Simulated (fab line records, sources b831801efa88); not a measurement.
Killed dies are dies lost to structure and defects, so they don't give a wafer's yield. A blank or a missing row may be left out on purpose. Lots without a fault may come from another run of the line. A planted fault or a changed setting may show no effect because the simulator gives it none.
fab line records | flow sky130
record lots=7 wafers=21 last_day=50
route steps=708 shown METAL5@664 PAD_OPEN@708
lots that met no fault: from a run of the same line without faults
start_h: hours from the record's first day to the start of the lot's first wafer shown | wait_h: hours since the lot's step before | " the same as in the row above | L1.1+2: a row that stands for several wafers | - no value, or no start given | * or withheld: withheld | < > ~ a bound
route shown NAME@n: a module of which the file shows steps, and the number in the route of the first | usual: mean/standard deviation of fault-free wafers | same: alike in all rows | chamber/n: place in a boat | sites: the reading at each site | _std_site: their standard deviation | _edge_site: outer sites' mean less inner sites' | radius_mm: how far each site lies from the wafer's centre | mask NAME#n: copy n | behind: the tool/chamber that last shaped the wafer | hold: why the lot was held/for how many hours/how that ended | device: the transistor (n, p or np) that didn't switch | end of line: the same wafers' tests at the end of the route | a step without rows: its recipe alone | killed: dies lost to structure and defects at the first sort, not the wafer's yield | map: a wafer's dies, x killed, . not, _ none there
set.NAME: the setting as run; set.NAME@STEP: as run at that earlier step | model.NAME: the simulator's own value behind a step, which no gauge read
lots at some steps of the route; a table a step, a row a wafer
services: from which hour (start_h, from the record's first day; less than 0 if before it) a tool's chamber was out of use, for how many hours, and why
## steps
# step SKY_METAL5_SPUTTER_03
# recipe material=Ti target_thk_nm=5 power_w=3000 time_s=3.3 chamber_pressure_pa=0.4
# usual throttle_valve_pct=29.9/1.4
# same time_s=3.3
# columns lot.wafer tool chamber start_h wait_h throttle_valve_pct
L536.1 pvd_sputter-02 - 1040.89 0.0 27.4
L536.4 " - " " 30.4
L536.6 " - " " 27.6
L545.2 pvd_sputter-01 - 1086.41 0.0 28.2
L545.4 " - " " 27.9
L545.5 " - " " 30.0
L546.1 pvd_sputter-01 - 1100.89 0.0 30.1
L546.2 " - " " 28.5
L546.6 " - " " 30.4
L547.1 pvd_sputter-01 - 1101.81 0.0 30.2
L547.3 " - " " 27.9
L547.6 " - " " 27.7
L548.1 pvd_sputter-04 - 1108.54 0.0 31.9
L548.2 " - " " 30.4
L548.5 " - " " 28.2
L554.2 pvd_sputter-02 - 1154.21 0.0 30.0
L554.3 " - " " 30.1
L554.5 " - " " 30.1
L556.1 pvd_sputter-02 - 1156.91 0.0 29.9
L556.3 " - " " 31.3
L556.6 " - " " 30.4
# step SKY_METAL5_SPUTTER_04
# recipe material=TiN target_thk_nm=70 power_w=6500 time_s=58.3 chamber_pressure_pa=0.4
# usual throttle_valve_pct=29.9/1.4
# same time_s=58.3
# columns lot.wafer tool chamber start_h wait_h throttle_valve_pct
L536.1 pvd_sputter-02 - 1040.91 0.0 27.5
L536.4 " - " " 30.5
L536.6 " - " " 27.5
L545.2 pvd_sputter-01 - 1086.42 0.0 28.3
L545.4 " - " " 28.0
L545.5 " - " " 30.1
L546.1 pvd_sputter-01 - 1100.91 0.0 30.3
L546.2 " - " " 28.4
L546.6 " - " " 30.2
L547.1 pvd_sputter-01 - 1101.83 0.0 30.2
L547.3 " - " " 27.5
L547.6 " - " " 28.1
L548.1 pvd_sputter-04 - 1108.56 0.0 32.2
L548.2 " - " " 30.5
L548.5 " - " " 28.4
L554.2 pvd_sputter-02 - 1154.23 0.0 30.1
L554.3 " - " " 30.1
L554.5 " - " " 30.0
L556.1 pvd_sputter-02 - 1156.93 0.0 30.4
L556.3 " - " " 31.4
L556.6 " - " " 30.6
# step SKY_METAL5_RS_MEAS_05
# recipe thk_meas_gauge=four-point-probe reads=TiN_of_METAL5_SPUTTER_04+Ti_of_METAL5_SPUTTER_03+AlCu_of_METAL5_SPUTTER_02+TiN_of_METAL5_SPUTTER_01+Ti_of_METAL5_SPUTTER_00
# usual METAL5_ALCU_RS=0.02712/0.00026
# columns lot.wafer tool chamber start_h wait_h METAL5_ALCU_RS[ohm/sq]
L536.1 film_metro-01 - 1040.96 0.0 0.02715
L536.4 " - " " 0.0275
L536.6 " - " " 0.02707
L545.2 film_metro-02 - 1086.49 0.0 0.02703
L545.4 " - " " 0.02697
L545.5 " - " " 0.02735
L546.1 film_metro-02 - 1100.96 0.0 0.02706
L546.2 " - " " 0.02695
L546.6 " - " " 0.0273
L547.1 film_metro-02 - 1101.88 0.0 0.02752
L547.3 " - " " 0.02718
L547.6 " - " " 0.02706
L548.1 film_metro-02 - 1108.61 0.0 0.02696
L548.2 " - " " 0.02716
L548.5 " - " " 0.02714
L554.2 film_metro-02 - 1154.30 0.0 0.02759
L554.3 " - " " 0.02722
L554.5 " - " " 0.02763
L556.1 film_metro-03 - 1156.98 0.0 0.02756
L556.3 " - " " 0.0272
L556.6 " - " " 0.02719
# step SKY_METAL5_THK_MEAS_06
# recipe thk_meas_gauge=xrf reads=AlCu_of_METAL5_SPUTTER_02
# usual METAL5_ALCU_THK=1116/12
# columns lot.wafer tool chamber start_h wait_h METAL5_ALCU_THK[nm]
L536.1 film_metro-01 - 1041.08 0.1 1115
L536.4 " - " " 1101
L536.6 " - " " 1116
L545.2 film_metro-02 - 1086.60 0.1 1121
L545.4 " - " " 1122
L545.5 " - " " 1113
L546.1 film_metro-02 - 1101.08 0.1 1121
L546.2 " - " " 1116
L546.6 " - " " 1109
L547.1 film_metro-02 - 1102.00 0.1 1103
L547.3 " - " " 1107
L547.6 " - " " 1112
L548.1 film_metro-02 - 1108.73 0.1 1116
L548.2 " - " " 1107
L548.5 " - " " 1106
L554.2 film_metro-02 - 1154.41 0.1 1100
L554.3 " - " " 1112
L554.5 " - " " 1093
L556.1 film_metro-03 - 1157.10 0.1 1105
L556.3 " - " " 1112
L556.6 " - " " 1110
# step SKY_METAL5_DEHYDRATE_07
# recipe temp_c=200 time_s=60
# step SKY_METAL5_HMDS_08
# recipe prime_time_s=60 prime_temp_c=120
# step SKY_METAL5_COAT_09
# recipe resist=NOVOLAK spin_rpm=3000 resist_thk_nm=1800
# step SKY_METAL5_SOFTBAKE_10
# recipe temp_c=90 time_s=60 resist=NOVOLAK
# step SKY_METAL5_EXPOSE_11
# recipe mask_id=MM5 na=0.6 source_shape=conventional sigma_outer=0.6 polarization=unpolarized target_cd_nm=1600 dose_mj=190
# step SKY_METAL5_PEB_12
# recipe temp_c=withheld time_s=* resist=NOVOLAK
# step SKY_METAL5_DEVELOP_13
# recipe resist=NOVOLAK developer=TMAH develop_time_s=60 dev_temp_c=23
# step SKY_METAL5_DESCUM_14
# recipe chemistry=O2 source_power_w=150 bias_power_w=0 pressure_mtorr=10 temp_c=40 time_s=11
# usual drypump_motor_current_A=5.79/0.27 oes_product_au=0.993/0.0092
# same time_s=11
# columns lot.wafer tool chamber start_h wait_h drypump_motor_current_A oes_product_au rf_hours_counter_h
L536.1 rie_metal-04 0 1061.79 0.1 5.93 0.993 21
L536.4 " 1 " " 6.21 1.015 -
L536.6 " 0 " " 5.92 0.997 -
L545.2 rie_metal-03 1 1103.90 0.1 5.64 0.990 3
L545.4 " 1 " " 5.64 0.996 -
L545.5 " 1 " " 5.63 1.007 -
L546.1 rie_metal-04 1 1120.06 0.1 6.20 0.990 19
L546.2 " 0 " " 5.90 0.991 0
L546.6 " 1 " " 6.18 0.998 -
L547.1 rie_metal-02 0 1121.51 0.1 5.56 0.995 10
L547.3 " 0 " " 5.57 0.993 -
L547.6 " 0 " " 5.58 1.011 -
L548.1 rie_metal-04 0 1127.51 0.1 5.93 1.002 0
L548.2 " 1 " " 6.17 0.999 20
L548.5 " 1 " " 6.15 1.012 -
L554.2 rie_metal-02 0 1171.30 0.1 5.61 0.997 14
L554.3 " 1 " " 5.58 0.995 -
L554.5 " 1 " " 5.58 0.996 -
L556.1 rie_metal-03 1 1173.40 0.1 5.65 1.003 9
L556.3 " 0 " " 6.18 0.977 -
L556.6 " 1 " " 5.64 0.996 -
# step SKY_METAL5_METAL_ETCH_15
# recipe target_depth_a=12600 stop_on=SiO2 over_etch_frac=0.2 time_s=252 chemistry=Cl2/BCl3 resist_sidewall_deg=86 pressure_mtorr=10 icp_w=900 bias_w=48.5 Cl2_flow_sccm=60 bcl3_flow_sccm=30
# usual bcl3_flow_sccm=30.01/0.079 bias_w=48.49/0.14 drypump_motor_current_A=5.79/0.27 oes_product_au=0.895/0.0046 throttle_valve_pct=22.265/0.0088 time_s=252/0
# columns lot.wafer tool chamber start_h wait_h bcl3_flow_sccm bias_w drypump_motor_current_A oes_product_au rf_hours_counter_h throttle_valve_pct time_s model.NOVOLAK_of_METAL5_COAT_09.thk_nm model.SiO2_of_VIA4_HDPCVD_00.thk_nm
L536.1 rie_metal-04 0 1061.82 0.0 30.11 48.51 5.91 0.893 21 22.246 252 1044 551.1
L536.4 " 1 " " 30.00 48.61 6.21 0.893 - 22.257 252 1034 549.9
L536.6 " 0 " " 30.05 48.53 5.92 0.896 - 22.265 252 1041 549.6
L545.2 rie_metal-03 1 1103.93 0.0 - - - - - - - 1785 574.4
L545.4 " 1 " " - - - - - - - 1794 574.4
L545.5 " 1 " " - - - - - - - 1791 574.2
L546.1 rie_metal-04 1 1120.09 0.0 - - - - - - - 1793 574.3
L546.2 " 0 " " - - - - - - - 1792 575.7
L546.6 " 1 " " - - - - - - - 1793 575.5
L547.1 rie_metal-02 0 1121.54 0.0 - - - - - - - 1799 574.8
L547.3 " 0 " " - - - - - - - 1798 576.9
L547.6 " 0 " " - - - - - - - 1793 573.4
L548.1 rie_metal-04 0 1127.54 0.0 29.96 48.57 5.91 0.901 0 22.257 252 1028 549
L548.2 " 1 " " 30.14 48.21 6.16 0.894 20 22.258 252 1026 550.7
L548.5 " 1 " " 29.99 48.13 6.18 0.889 - 22.261 252 1022 549.1
L554.2 rie_metal-02 0 1171.33 0.0 30.06 48.53 5.55 0.892 14 22.280 252 1030 548.1
L554.3 " 1 " " 30.01 48.63 5.56 0.898 - 22.272 252 1048 550
L554.5 " 1 " " 29.91 48.45 5.57 0.899 - 22.273 252 1044 549.2
L556.1 rie_metal-03 1 1173.43 0.0 29.92 48.39 5.64 0.901 9 22.269 252 1024 550
L556.3 " 0 " " 30.07 48.75 6.19 0.892 - 22.271 252 1045 549.9
L556.6 " 1 " " 29.92 48.51 5.63 0.895 - 22.268 252 1037 547.9
# step SKY_METAL5_STRIP_16
# recipe chemistry=O2/N2 power_w=1400 pressure_mtorr=1500 platen_temp_c=withheld o2_flow_sccm=3000 n2_flow_sccm=300 overash_fraction=0.5
# usual drypump_motor_current_A=5.8/0.31 n2_flow_sccm=299.9/0.94 oes_product_au=0.710/0.005 strip_time_to_endpoint_s=13.17/0.12
# same overash_fraction=0.5
# columns lot.wafer tool chamber start_h wait_h drypump_motor_current_A n2_flow_sccm oes_product_au rf_hours_counter_h strip_time_to_endpoint_s
L536.1 plasma_asher-01 1 1062.05 0.2 6.3 299.9 0.723 93 13.18
L536.4 " 1 " " 6.3 299.9 0.710 - 13.06
L536.6 " 0 " " 5.8 299.2 0.717 - 13.14
L545.2 plasma_asher-04 0 1104.16 0.2 5.6 299.5 0.709 4 21.48
L545.4 " 0 " " 5.6 299.5 0.711 - 21.58
L545.5 " 0 " " 5.6 298.0 0.720 - 21.54
L546.1 plasma_asher-01 1 1120.33 0.2 6.3 300.1 0.709 99 21.55
L546.2 " 0 " " 5.8 300.1 0.708 99 21.55
L546.6 " 0 " " 5.9 299.7 0.704 - 21.56
L547.1 plasma_asher-04 1 1121.78 0.2 5.9 300.0 0.713 6 21.63
L547.3 " 1 " " 5.9 301.5 0.712 - 21.62
L547.6 " 0 " " 5.6 298.6 0.713 - 21.57
L548.1 plasma_asher-01 1 1127.78 0.2 6.3 299.5 0.708 99 12.99
L548.2 " 0 " " 5.8 301.1 0.702 99 12.98
L548.5 " 0 " " 5.8 301.6 0.717 - 12.93
L554.2 plasma_asher-04 0 1171.57 0.2 5.6 301.1 0.721 10 13.03
L554.3 " 1 " " 5.9 301.0 0.712 - 13.23
L554.5 " 0 " " 5.6 300.5 0.711 - 13.18
L556.1 plasma_asher-03 0 1173.67 0.2 5.4 299.4 0.711 37 12.93
L556.3 " 0 " " 5.4 299.9 0.707 - 13.19
L556.6 " 1 " " 5.4 299.0 0.708 - 13.11
# step SKY_METAL5_STRIP_17
# recipe chemistry=post_etch_residue_remover time_s=1200 temp_c=72.5
# step SKY_PAD_OPEN_PROBE_99
# usual defect_limited_yield=82.5/1.8 killed_at_M0_to_M3=44/7.1 killed_at_M4_up=3.0/1.9 killed_at_contacts=25/5.6 killed_at_front_end=14/4.1 killed_at_other=0.2/0.44 killed_dies=86/9.1 killed_on_rim=17/3.7 killed_open=47/7.4 killed_short=39/5.7 sort_bin_3_pad_short=0.9/0.37 sort_bin_5_function=10.3/1.6 sort_bin_6_memory=6.3/1.1 sort_n_pass=406/9.1 sort_yield_pct=82.5/1.8
# same gross_dies=492 killed_at_back_side=0 sort_bin_4_leakage[%]=0 sort_bin_8_speed[%]=0
# columns lot.wafer tool chamber start_h wait_h defect_limited_yield[%] killed_at_M0_to_M3 killed_at_M4_up killed_at_contacts killed_at_front_end killed_at_other killed_dies killed_on_rim killed_open killed_short sort_bin_3_pad_short[%] sort_bin_5_function[%] sort_bin_6_memory[%] sort_n_pass sort_yield_pct[%]
L545.2 prober-02 - 1143.25 0.1 0 48 404 28 12 0 492 96 44 46 0.6 93.1 6.3 0 0
L545.4 prober-02 - 1143.35 0.2 0 48 408 32 3 1 492 96 45 42 1.4 92.3 6.3 0 0
L545.5 prober-02 - 1143.40 0.2 0 46 403 28 15 0 492 96 51 40 1.0 90.7 8.3 0 0
L546.1 prober-01 - 1159.60 0.1 0 53 397 32 10 0 492 96 59 42 0.8 91.7 7.5 0 0
L546.2 prober-01 - 1159.65 0.1 0 50 407 26 9 0 492 96 62 26 0.8 91.5 7.7 0 0
L546.6 prober-01 - 1159.85 0.2 0 61 386 32 13 0 492 96 62 46 0.8 93.1 6.1 0 0
L547.1 prober-01 - 1160.67 0.1 0 34 425 22 10 1 492 96 32 38 1.0 94.7 4.3 0 0
L547.3 prober-01 - 1160.77 0.2 0 35 424 19 14 0 492 96 33 35 0.4 92.1 7.5 0 0
L547.6 prober-01 - 1160.92 0.2 0 43 414 22 13 0 492 96 36 43 0.8 92.9 6.3 0 0
L548.1 prober-01 - 1164.18 0.1 82.9 52 6 17 8 1 84 13 42 42 1.2 8.9 6.9 408 82.9
L548.2 prober-01 - 1164.23 0.1 83.5 57 0 16 8 0 81 19 38 43 0.4 8.9 7.1 411 83.5
L548.5 prober-01 - 1164.38 0.2 79.7 46 6 32 16 0 100 29 66 34 0.8 13.8 5.7 392 79.7
L554.2 prober-01 - 1206.11 0.1 81.9 53 3 16 17 0 89 22 42 47 1.2 10.6 6.3 403 81.9
L554.3 prober-01 - 1206.16 0.2 83.7 42 2 23 13 0 80 20 45 35 0.4 10.2 5.7 412 83.7
L554.5 prober-01 - 1206.26 0.2 85.4 41 0 18 13 0 72 22 39 33 0.8 8.9 4.9 420 85.4
# killed by level:class
L545.2 METAL5:area_etch=402 CONTACT:geometric_particle:open=9 VIA3:geometric_particle:open=8 LI_CONTACT:geometric_particle:open=7 CONTACT:geometric_particle:short=6 VIA1:geometric_particle:open=6 METAL2:geometric_particle:short=6 VIA2:geometric_particle:open=6
L545.4 METAL5:area_etch=405 LI_CONTACT:geometric_particle:open=10 CONTACT:geometric_particle:open=10 METAL2:geometric_particle:short=8 VIA3:geometric_particle:open=8 VIA1:geometric_particle:short=6 VIA1:geometric_particle:open=6 VIA2:geometric_particle:short=5
L545.5 METAL5:area_etch=401 VIA1:geometric_particle:open=14 CONTACT:geometric_particle:open=9 VIA2:geometric_particle:open=8 CONTACT:geometric_particle:short=7 FIELD_ISO:geometric_particle:open=5 LI_CONTACT:geometric_particle:open=5 VIA1:geometric_particle:short=5
L546.1 METAL5:area_etch=391 VIA1:geometric_particle:open=12 LI_CONTACT:geometric_particle:open=9 VIA3:geometric_particle:open=8 CONTACT:geometric_particle:open=7 VIA1:geometric_particle:short=6 CONTACT:geometric_particle:short=6 VIA2:geometric_particle:open=6
L546.2 METAL5:area_etch=404 VIA1:geometric_particle:open=15 LI_CONTACT:geometric_particle:open=14 VIA3:geometric_particle:open=10 CONTACT:geometric_particle:open=6 METAL1:geometric_particle:short=6 VIA2:geometric_particle:open=5 LOCAL_INTERCONNECT:geometric_particle:short=4
L546.6 METAL5:area_etch=384 CONTACT:geometric_particle:open=16 VIA1:geometric_particle:open=12 LI_CONTACT:geometric_particle:open=11 METAL1:geometric_particle:short=10 VIA1:geometric_particle:short=7 VIA2:geometric_particle:open=6 METAL2:geometric_particle:short=6
L547.1 METAL5:area_etch=422 METAL2:geometric_particle:short=8 CONTACT:geometric_particle:open=8 VIA1:geometric_particle:open=7 CONTACT:geometric_particle:short=6 LI_CONTACT:geometric_particle:open=4 METAL1:geometric_particle:short=4 VIA2:geometric_particle:open=4
L547.3 METAL5:area_etch=424 CONTACT:geometric_particle:open=8 VIA1:geometric_particle:open=6 FIELD_ISO:geometric_particle:short=5 METAL1:geometric_particle:short=5 VIA1:geometric_particle:short=4 LI_CONTACT:geometric_particle:open=4 VIA2:geometric_particle:open=4
L547.6 METAL5:area_etch=413 VIA1:geometric_particle:open=11 CONTACT:geometric_particle:short=8 VIA3:geometric_particle:open=6 VIA1:geometric_particle:short=6 METAL2:geometric_particle:short=6 FIELD_ISO:geometric_particle:short=5 METAL1:geometric_particle:short=5
L548.1 CONTACT:geometric_particle:open=11 METAL1:geometric_particle:short=8 VIA1:geometric_particle:open=8 VIA3:geometric_particle:open=7 VIA2:geometric_particle:open=6 VIA3:geometric_particle:short=6 METAL4:geometric_particle:short=5 CONTACT:geometric_particle:short=4
L548.2 VIA1:geometric_particle:open=11 VIA3:geometric_particle:open=9 VIA3:geometric_particle:short=8 METAL1:geometric_particle:short=7 VIA1:geometric_particle:short=6 CONTACT:geometric_particle:short=5 CONTACT:geometric_particle:open=5 METAL2:geometric_particle:short=4
L548.5 CONTACT:geometric_particle:open=15 VIA1:geometric_particle:open=11 VIA3:geometric_particle:open=9 LI_CONTACT:geometric_particle:open=8 VIA2:geometric_particle:open=7 FIELD_ISO:geometric_particle:short=6 FIELD_ISO:geometric_particle:open=5 METAL4:geometric_particle:short=5
L554.2 METAL2:geometric_particle:short=12 METAL1:geometric_particle:short=11 VIA1:geometric_particle:open=9 VIA3:geometric_particle:open=8 POLY_GATE:geometric_particle:short=5 CONTACT:geometric_particle:short=5 VIA2:geometric_particle:open=5 FIELD_ISO:geometric_particle:open=4
L554.3 CONTACT:geometric_particle:open=10 VIA1:geometric_particle:open=8 CONTACT:geometric_particle:short=7 VIA1:geometric_particle:short=7 LI_CONTACT:geometric_particle:open=6 METAL2:geometric_particle:short=4 VIA2:geometric_particle:open=4 VIA3:geometric_particle:open=4
L554.5 CONTACT:geometric_particle:open=8 VIA1:geometric_particle:open=6 VIA3:geometric_particle:open=6 METAL1:geometric_particle:short=5 VIA1:geometric_particle:short=5 METAL2:geometric_particle:short=5 VIA2:geometric_particle:open=5 FIELD_ISO:geometric_particle:open=4
# map L545.2 (x killed, . not)
__________xxxxxxxxxx_________
________xxxxxxxxxxxxxx_______
______xxxxxxxxxxxxxxxxxx_____
_____xxxxxxxxxxxxxxxxxxxx____
____xxxxxxxxxxxxxxxxxxxxxx___
___xxxxxxxxxxxxxxxxxxxxxxxx__
__xxxxxxxxxxxxxxxxxxxxxxxxxx_
_xxxxxxxxxxxxxxxxxxxxxxxxxxxx
_xxxxxxxxxxxxxxxxxxxxxxxxxxxx
_xxxxxxxxxxxxxxxxxxxxxxxxxxxx
_xxxxxxxxxxxxxxxxxxxxxxxxxxxx
_xxxxxxxxxxxxxxxxxxxxxxxxxxxx
_xxxxxxxxxxxxxxxxxxxxxxxxxxxx
_xxxxxxxxxxxxxxxxxxxxxxxxxxxx
_xxxxxxxxxxxxxxxxxxxxxxxxxxxx
__xxxxxxxxxxxxxxxxxxxxxxxxxx_
___xxxxxxxxxxxxxxxxxxxxxxxx__
____xxxxxxxxxxxxxxxxxxxxxx___
_____xxxxxxxxxxxxxxxxxxxx____
______xxxxxxxxxxxxxxxxxx_____
________xxxxxxxxxxxxxx_______
__________xxxxxxxxxx_________
# map L546.1 (x killed, . not)
__________xxxxxxxxxx_________
________xxxxxxxxxxxxxx_______
______xxxxxxxxxxxxxxxxxx_____
_____xxxxxxxxxxxxxxxxxxxx____
____xxxxxxxxxxxxxxxxxxxxxx___
___xxxxxxxxxxxxxxxxxxxxxxxx__
__xxxxxxxxxxxxxxxxxxxxxxxxxx_
_xxxxxxxxxxxxxxxxxxxxxxxxxxxx
_xxxxxxxxxxxxxxxxxxxxxxxxxxxx
_xxxxxxxxxxxxxxxxxxxxxxxxxxxx
_xxxxxxxxxxxxxxxxxxxxxxxxxxxx
_xxxxxxxxxxxxxxxxxxxxxxxxxxxx
_xxxxxxxxxxxxxxxxxxxxxxxxxxxx
_xxxxxxxxxxxxxxxxxxxxxxxxxxxx
_xxxxxxxxxxxxxxxxxxxxxxxxxxxx
__xxxxxxxxxxxxxxxxxxxxxxxxxx_
___xxxxxxxxxxxxxxxxxxxxxxxx__
____xxxxxxxxxxxxxxxxxxxxxx___
_____xxxxxxxxxxxxxxxxxxxx____
______xxxxxxxxxxxxxxxxxx_____
________xxxxxxxxxxxxxx_______
__________xxxxxxxxxx_________
## services
# columns tool chamber start_h hours kind
pvd_sputter-01 - 1017.12 0.7 repair
pvd_sputter-04 - 1019.67 1.4 repair
rie_metal-04 0 1019.72 12.8 repair
pvd_sputter-04 - 1024.70 1.5 repair
rie_metal-03 1 1033.45 - clean
pvd_sputter-01 - 1035.62 8.8 repair
plasma_asher-03 - 1040.85 1.8 repair
plasma_asher-04 - 1042.90 1.1 repair
plasma_asher-04 - 1055.25 9.0 pm
plasma_asher-03 - 1055.26 1.0 repair
rie_metal-04 0 1099.78 - clean
rie_metal-04 0 1099.78 18.0 scheduled_down
rie_metal-04 0 1099.78 18.0 vent_cycle
pvd_sputter-04 - 1100.43 1.4 repair
pvd_sputter-01 2 1111.44 - consumable_replace:kit
pvd_sputter-01 2 1111.44 18.0 scheduled_down
pvd_sputter-01 2 1111.44 18.0 vent_cycle
pvd_sputter-02 2 1113.35 - consumable_replace:kit
pvd_sputter-02 2 1113.35 18.0 scheduled_down
pvd_sputter-02 2 1113.35 18.0 vent_cycle
rie_metal-03 0 1139.89 11.8 repair
rie_metal-02 - 1141.08 0.5 repair
pvd_sputter-02 - 1143.27 4.0 repair
rie_metal-03 1 1146.76 3.4 repair
## key
first_sign step=SKY_METAL5_METAL_ETCH_15 reading=tool_record direction=missing
effect step=SKY_METAL5_STRIP_16 reading=strip_time_to_endpoint_s direction=up sigmas=69 usual=* struck=*
effect step=SKY_PAD_OPEN_PROBE_99 reading=killed_at_M4_up direction=up sigmas=99+ usual=3.0 struck=407.6
model_effect step=SKY_METAL5_METAL_ETCH_15 value=NOVOLAK_of_METAL5_COAT_09.thk_nm without=1037 struck=1793
more_kills_born_at SKY_METAL5_METAL_ETCH_15@rie_metal-02=1259 SKY_METAL5_METAL_ETCH_15@rie_metal-03=1208 SKY_METAL5_METAL_ETCH_15@rie_metal-04=1179
met_at SKY_METAL5_METAL_ETCH_15
struck_wafers L545.2,L545.4,L545.5,L546.1,L546.2,L546.6,L547.1,L547.3,L547.6
later_rows_left_out L545.2,L545.4,L545.5,L546.1,L546.2,L546.6,L547.1,L547.3,L547.6
onset_between 1061.82 1103.93
fault kind=skipped_step_whole tool=rie_metal-02,rie_metal-03,rie_metal-04 chamber=- onset_h=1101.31 steps=SKY_METAL5_METAL_ETCH_15 scope=struck_lots_only
# later_rows_left_out: the simulator's readings of these wafers behind a module that went badly wrong aren't trusted and aren't shown, but for the sort
